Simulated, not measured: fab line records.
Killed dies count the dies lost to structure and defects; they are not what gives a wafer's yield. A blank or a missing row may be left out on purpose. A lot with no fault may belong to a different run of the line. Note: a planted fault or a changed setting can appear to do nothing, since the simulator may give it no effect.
The tool behind it: which one? -- flow sky130 -- 72 wafers from 24 lots sampled at 6 of the route's 708 steps

WHAT EACH GAUGE READ, for each wafer
SKY_VT_ADJUST_PCH_TW_MEAS_10. Usual: for VT_ADJUST_PCH_TW the level is 143.8 and the standard deviation is 0.88.
lot,measured,on,VT_ADJUST_PCH_TW,flag
L074,day 10 13:32,film_metro-04,142.6 142.6 143.0,
L075,day 10 20:06,film_metro-03,143.9 143.4 143.3,
L076,day 11 03:01,film_metro-01,143.8 143.7 143.8,
L077,day 11 10:18,film_metro-04,143.6 143.1 143.1,
L078,day 11 15:36,film_metro-01,144.1 144.6 144.4,
L080,day 12 08:29,film_metro-01,145.6 144.6 145.7,
L079,day 12 08:30,film_metro-03,143.9 144.6 143.4,
L081,day 12 12:34,film_metro-04,143.4 143.1 143.1,
L082,day 12 20:55,film_metro-03,144.2 144.7 144.4,
L083,day 13 08:12,film_metro-01,145.6 145.1 145.0,
L084,day 13 17:46,film_metro-04,143.0 143.4 143.8,
L085,day 14 04:57,film_metro-03,143.6 143.9 143.4,
L086,day 14 06:17,film_metro-03,142.5 143.7 142.8,
L087,day 14 13:21,film_metro-03,142.8 142.7 143.8,
L088,day 14 19:06,film_metro-03,143.7 144.6 143.1,
L089,day 15 02:15,film_metro-01,145.3 145.3 145.7,
L090,day 15 11:23,film_metro-04,143.0 143.0 142.7,
L091,day 15 17:43,film_metro-04,143.4 142.9 143.4,
L092,day 16 07:50,film_metro-03,143.3 142.8 144.3,
L093,day 16 14:17,film_metro-03,144.1 142.9 143.7,
L094,day 16 16:10,film_metro-03,143.4 143.6 144.1,
L095,day 16 22:45,film_metro-04,141.6 142.8 143.1,
L096,day 17 05:55,film_metro-01,145.0 145.1 144.8,
L097,day 17 20:24,film_metro-04,144.0 143.9 143.2,

SKY_LI_CONTACT_THK_MEAS_23: measures by xrf. Usual: for LI_CONTACT_W_THK the level is 409 nm and the standard deviation is 5.6.
lot,measured,on,LI_CONTACT_W_THK (nm),flag
L074,day 29 18:16,film_metro-03,418 416 417,
L075,day 29 21:18,film_metro-01,412 412 411,
L076,day 30 01:21,film_metro-01,406 406 406,
L077,day 30 04:12,film_metro-01,402 402 411,
L078,day 30 06:29,film_metro-01,402 403 398,
L080,day 31 06:41,film_metro-04,413 413 412,
L079,day 31 07:48,film_metro-04,412 411 413,
L081,day 31 12:12,film_metro-04,407 399 400,
L082,day 31 19:12,film_metro-04,410 415 408,
L083,day 32 07:35,film_metro-03,415 411 412,
L084,day 32 20:44,film_metro-03,409 405 409,
L085,day 33 07:56,film_metro-03,415 413 416,
L086,day 33 11:36,film_metro-04,416 415 419,
L087,day 33 18:53,film_metro-04,415 414 410,
L088,day 33 22:44,film_metro-04,413 413 412,
L089,day 34 03:56,film_metro-03,408 418 412,
L090,day 34 13:49,film_metro-01,405 409 403,
L091,day 34 17:36,film_metro-01,411 411 408,
L092,day 35 07:33,film_metro-01,403 406 396,
L093,day 35 16:04,film_metro-03,403 407 401,
L094,day 35 18:02,film_metro-03,394 406 403,
L095,day 36 00:55,film_metro-03,411 405 405,
L096,day 36 03:34,film_metro-03,405 411 413,
L097,day 36 15:20,film_metro-03,416 414 413,

SKY_CAPM_OVL_MEAS_12. Usual: for CAPM_OVL the level is 0.4 nm and the standard deviation is 1.3.
lot,measured,on,CAPM_OVL (nm),flag
L074,day 37 23:34,overlay-02,-0.7 0.4 0.8,
L075,day 38 03:01,overlay-02,0.9 1.1 0.2,
L076,day 38 04:52,overlay-01,0.9 1.0 2.2,
L077,day 38 07:04,overlay-02,3.3 2.6 3.8,
L078,day 38 09:40,overlay-01,0.8 -0.9 -0.4,
L080,day 39 06:25,overlay-02,2.5 0.3 0.8,
L079,day 39 09:28,overlay-02,-0.9 -0.6 0.3,
L081,day 39 14:08,overlay-01,0.6 -1.0 -0.5,
L082,day 39 20:56,overlay-02,-1.8 0.2 0.6,
L083,day 40 07:24,overlay-01,-2.4 -1.0 -0.6,
L084,day 40 16:46,overlay-01,0.5 0.6 0.7,
L085,day 41 04:04,overlay-02,0.6 1.0 0.4,
L086,day 41 09:19,overlay-01,1.2 0.0 -0.3,
L087,day 41 14:01,overlay-01,-1.5 -0.9 0.4,
L088,day 41 16:40,overlay-01,-2.7 -2.0 -1.6,
L089,day 41 20:46,overlay-01,-0.2 -1.3 0.6,
L090,day 42 07:29,overlay-02,-0.6 0.1 -2.1,
L091,day 42 11:22,overlay-02,0.9 1.2 1.7,
L092,day 42 22:52,overlay-02,0.2 0.8 1.5,
L093,day 43 07:26,overlay-02,0.4 1.0 -0.2,
L094,day 43 08:31,overlay-02,2.8 1.2 2.6,
L095,day 43 15:33,overlay-01,0.7 2.4 1.3,
L096,day 43 16:34,overlay-01,-2.7 -1.0 -0.2,
L097,day 44 03:19,overlay-02,2.5 1.2 2.3,

WHICH TOOL RAN EACH LOT (tool, then ch and the chambers of the sampled wafers, then the start)
lot,SKY_VT_ADJUST_LVTN_STRIP_20,SKY_LI_CONTACT_SPUTTER_20,SKY_METAL1_DESCUM_17
L074,"plasma_asher-03 ch 0,1, day 7 20:25","pvd_sputter-04, day 29 17:58","rie_metal-02 ch 0,1, day 33 07:58"
L075,"plasma_asher-03 ch 0,1, day 8 02:34","pvd_sputter-03, day 29 21:00","rie_metal-02 ch 0,1, day 33 11:28"
L076,"plasma_asher-03 ch 0,1, day 8 08:29","pvd_sputter-03, day 30 01:02","rie_metal-04 ch 0,1, day 33 15:22"
L077,"plasma_asher-03 ch 0,1, day 8 16:10","pvd_sputter-02, day 30 03:54","rie_metal-02 ch 0,1, day 33 17:28"
L078,"plasma_asher-02 ch 0,1, day 8 20:07","pvd_sputter-03, day 30 06:11","rie_metal-03 ch 0,1, day 33 19:04"
L080,"plasma_asher-04 ch 1, day 9 09:53","pvd_sputter-02, day 31 06:22","rie_metal-02 ch 0,1, day 34 18:16"
L079,"plasma_asher-02 ch 0,1, day 9 11:20","pvd_sputter-03, day 31 07:30","rie_metal-03 ch 0,1, day 34 19:46"
L081,"plasma_asher-02 ch 0,1, day 9 15:23","pvd_sputter-02, day 31 11:53","rie_metal-04 ch 0,1, day 35 01:10"
L082,"plasma_asher-04 ch 0,1, day 9 21:41","pvd_sputter-02, day 31 18:52","rie_metal-02 ch 0,1, day 35 07:22"
L083,"plasma_asher-04 ch 0,1, day 10 10:02","pvd_sputter-02, day 32 07:16","rie_metal-02 ch 0,1, day 35 19:31"
L084,"plasma_asher-03 ch 0,1, day 10 16:51","pvd_sputter-03, day 32 20:26","rie_metal-02 ch 0,1, day 36 07:31"
L085,"plasma_asher-02 ch 0,1, day 11 03:24","pvd_sputter-03, day 33 07:37","rie_metal-03 ch 0,1, day 36 17:40"
L086,"plasma_asher-03 ch 0,1, day 11 03:44","pvd_sputter-02, day 33 11:16","rie_metal-03 ch 0,1, day 36 23:17"
L087,"plasma_asher-03 ch 0,1, day 11 11:13","pvd_sputter-04, day 33 18:35","rie_metal-04 ch 0,1, day 37 05:22"
L088,"plasma_asher-04 ch 0,1, day 11 15:50","pvd_sputter-02, day 33 22:25","rie_metal-03 ch 0,1, day 37 08:22"
L089,"plasma_asher-03 ch 0,1, day 11 22:20","pvd_sputter-02, day 34 03:38","rie_metal-03 ch 0,1, day 37 13:16"
L090,"plasma_asher-02 ch 0,1, day 12 05:46","pvd_sputter-03, day 34 13:29","rie_metal-02 ch 0,1, day 38 00:25"
L091,"plasma_asher-03 ch 0,1, day 12 11:48","pvd_sputter-03, day 34 17:17","rie_metal-02 ch 0,1, day 38 03:31"
L092,"plasma_asher-03 ch 0,1, day 12 23:37","pvd_sputter-02, day 35 07:14","rie_metal-04 ch 0,1, day 38 17:04"
L093,"plasma_asher-02 ch 0,1, day 13 05:26","pvd_sputter-03, day 35 15:44","rie_metal-02 ch 0,1, day 39 02:37"
L094,"plasma_asher-03 ch 0,1, day 13 07:53","pvd_sputter-02, day 35 17:43","rie_metal-04 ch 0,1, day 39 02:40"
L095,"plasma_asher-02 ch 0,1, day 13 13:56","pvd_sputter-02, day 36 00:37","rie_metal-04 ch 0,1, day 39 10:19"
L096,"plasma_asher-02 ch 0,1, day 13 19:46","pvd_sputter-04, day 36 03:16","rie_metal-04 ch 1, day 39 12:04"
L097,"plasma_asher-04 ch 0,1, day 14 07:36","pvd_sputter-04, day 36 15:02","rie_metal-04 ch 0,1, day 39 23:19"
- SKY_VT_ADJUST_LVTN_STRIP_20: strips in O2/N2.
- SKY_LI_CONTACT_SPUTTER_20: material TiN, target thk 20 nm, time 80 s.
- SKY_METAL1_DESCUM_17: chemistry O2, time 8 s.

AS READ BY THE TOOLS THEMSELVES (means over the sampled wafers that have a number; for cases with no such wafer, the mark the record gives instead)
SKY_VT_ADJUST_LVTN_STRIP_20. Usual: drypump_motor_current_A 5.10 A, standard deviation 0.21; oes_product_au 0.715 a.u., standard deviation 0.0046; strip_time_to_endpoint_s 14.15 s, standard deviation 0.04.
lot,tool,drypump_motor_current_A (A),oes_product_au (a.u.),strip_time_to_endpoint_s (s),flag
L074,plasma_asher-03,5.15,0.716,14.17,
L075,plasma_asher-03,5.25,0.716,14.16,
L076,plasma_asher-03,5.17,0.712,14.11,
L077,plasma_asher-03,5.23,0.717,14.09,
L078,plasma_asher-02,4.86,0.712,14.13,
L080,plasma_asher-04,4.93,0.714,14.14,
L079,plasma_asher-02,4.94,0.717,14.12,
L081,plasma_asher-02,4.94,0.716,14.12,
L082,plasma_asher-04,5.30,0.715,14.15,
L083,plasma_asher-04,5.10,0.721,14.21,
L084,plasma_asher-03,5.16,0.714,14.15,
L085,plasma_asher-02,4.93,0.715,14.08,
L086,plasma_asher-03,5.23,0.718,14.10,
L087,plasma_asher-03,5.18,0.715,14.18,
L088,plasma_asher-04,5.12,0.714,14.14,
L089,plasma_asher-03,5.17,0.717,14.13,
L090,plasma_asher-02,4.95,0.713,14.17,
L091,plasma_asher-03,5.19,0.716,14.17,
L092,plasma_asher-03,5.25,0.718,14.22,
L093,plasma_asher-02,4.86,0.715,14.17,
L094,plasma_asher-03,5.25,0.715,14.19,
L095,plasma_asher-02,4.94,0.715,14.22,
L096,plasma_asher-02,4.94,0.710,14.12,
L097,plasma_asher-04,5.10,0.714,14.17,

SKY_LI_CONTACT_SPUTTER_20. Usual: cathode_dc_power_W 3999.9 W, standard deviation 0.74; chamber_pressure_pa 4.999 Pa, standard deviation 0.011; throttle_valve_pct 29.8 %, standard deviation 1.2.
lot,tool,cathode_dc_power_W (W),chamber_pressure_pa (Pa),throttle_valve_pct (%),flag
L074,pvd_sputter-04,3999.4,5.003,30.8,
L075,pvd_sputter-03,4000.1,4.987,30.1,
L076,pvd_sputter-03,4000.7,5.004,30.0,
L077,pvd_sputter-02,3999.7,4.996,30.0,
L078,pvd_sputter-03,4000.4,5.005,30.1,
L080,pvd_sputter-02,3999.3,4.996,28.8,
L079,pvd_sputter-03,4000.2,4.998,30.5,
L081,pvd_sputter-02,3999.5,4.999,29.7,
L082,pvd_sputter-02,3999.2,4.995,28.7,
L083,pvd_sputter-02,4000.2,4.993,28.6,
L084,pvd_sputter-03,4000.0,5.003,30.0,
L085,pvd_sputter-03,3999.7,4.988,30.4,
L086,pvd_sputter-02,4000.8,4.997,27.7,
L087,pvd_sputter-04,4000.0,4.989,30.2,
L088,pvd_sputter-02,3999.9,5.004,28.7,
L089,pvd_sputter-02,4000.7,4.999,28.9,
L090,pvd_sputter-03,3999.3,5.001,30.2,
L091,pvd_sputter-03,4000.3,4.999,30.1,
L092,pvd_sputter-02,3999.5,5.000,29.6,
L093,pvd_sputter-03,4000.2,5.003,30.1,
L094,pvd_sputter-02,3999.7,5.000,29.7,
L095,pvd_sputter-02,4000.5,5.005,28.5,
L096,pvd_sputter-04,4000.0,5.003,31.1,
L097,pvd_sputter-04,3999.9,4.997,31.4,

SKY_METAL1_DESCUM_17. Usual: drypump_motor_current_A 5.4 A, standard deviation 0.63; oes_product_au 0.996 a.u., standard deviation 0.012.
lot,tool,drypump_motor_current_A (A),oes_product_au (a.u.),flag
L074,rie_metal-02,5.2,0.984,
L075,rie_metal-02,5.2,0.993,
L076,rie_metal-04,5.2,1.000,
L077,rie_metal-02,5.2,0.987,
L078,rie_metal-03,6.1,0.996,
L080,rie_metal-02,5.1,0.992,
L079,rie_metal-03,5.6,1.002,
L081,rie_metal-04,5.6,1.008,
L082,rie_metal-02,5.2,0.985,
L083,rie_metal-02,5.2,0.995,
L084,rie_metal-02,5.2,0.996,
L085,rie_metal-03,6.1,0.996,
L086,rie_metal-03,6.1,0.996,
L087,rie_metal-04,5.2,1.002,
L088,rie_metal-03,6.1,0.997,
L089,rie_metal-03,6.1,1.004,
L090,rie_metal-02,5.2,0.990,
L091,rie_metal-02,5.2,0.991,
L092,rie_metal-04,5.6,1.012,
L093,rie_metal-02,5.2,0.980,
L094,rie_metal-04,5.2,1.003,
L095,rie_metal-04,5.6,1.005,
L096,rie_metal-04,4.7,1.001,
L097,rie_metal-04,5.2,1.006,

THE ANSWER, worked out from the rows above alone
Rule: a lot counts as off when the mean over its wafers that have a number is more than 3 standard deviations away from the usual mean. Also off: a lot with no number at a reading for which 4 or more lots have one. Any other lot the step has rows for is counted as sound. The gauges are gone through in route order, then the tools' own readings, and for those a lot's mean is taken as printed above. The first step at which some lot is off is used, and at that step the reading that is off furthest; a lot without a number counts as furthest.
Across all readings shown, no lot is off: no conclusion can be drawn from this.

WHAT THE SIMULATOR HAD PUT IN
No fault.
